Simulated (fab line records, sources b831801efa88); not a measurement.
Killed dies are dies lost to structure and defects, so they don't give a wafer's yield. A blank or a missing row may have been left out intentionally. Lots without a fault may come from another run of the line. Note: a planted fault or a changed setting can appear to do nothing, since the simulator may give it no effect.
Which tool was responsible? | flow gf180mcu | 21 wafers from 7 lots sampled at 2 of the route's 602 steps

WHAT THE GAUGES READ, wafer by wafer
GF_V4_THK_MEAS_25: measures by xrf.
lot  | measured     | on            | V4_W_THK (nm)
L696 | day 25 10:47 | film_metro-03 | 348 350 354
L698 | day 25 16:56 | film_metro-01 | 350 346 349
L700 | day 26 05:17 | film_metro-02 | 352 347 355
L703 | day 27 11:52 | film_metro-02 | 350 350 348
L707 | day 28 22:20 | film_metro-03 | 349 357 354
L709 | day 29 08:23 | film_metro-02 | 345 345 346
L716 | day 31 05:03 | film_metro-03 | 350 348 352

WHAT TOOL EACH LOT RAN ON (gives the tool, then ch and the chambers of the sampled wafers, and finally the start)
lot  | GF_V4_SPUTTER_21
L696 | pvd_sputter-03, day 25 10:27
L698 | pvd_sputter-01, day 25 16:37
L700 | pvd_sputter-03, day 26 04:56
L703 | pvd_sputter-03, day 27 11:32
L707 | pvd_sputter-01, day 28 22:00
L709 | pvd_sputter-02, day 29 08:02
L716 | pvd_sputter-02, day 31 04:42
- GF_V4_SPUTTER_21: material Ti, target thk 15 nm, time 80.02 s.

THE ANSWER, worked out from the rows above alone
Rule: the usual values come from the lots themselves. The widest of any qualifying gaps counts: lots, ordered by their means at a reading, are off when they make up no more than a third of the lots, leave a main group of 4 or more, and stand apart from it by 3 or more times the standard deviation of that group's means. A main group whose means are all the same, to the digits that the tables above print for the reading, isn't used. Also off: a lot with no number at a reading for which 4 or more lots have one. Any other lot the step has rows for is counted as sound.
No lot is off on any of the readings shown, so nothing can be concluded from this.

WHAT THE SIMULATOR HAD PUT IN
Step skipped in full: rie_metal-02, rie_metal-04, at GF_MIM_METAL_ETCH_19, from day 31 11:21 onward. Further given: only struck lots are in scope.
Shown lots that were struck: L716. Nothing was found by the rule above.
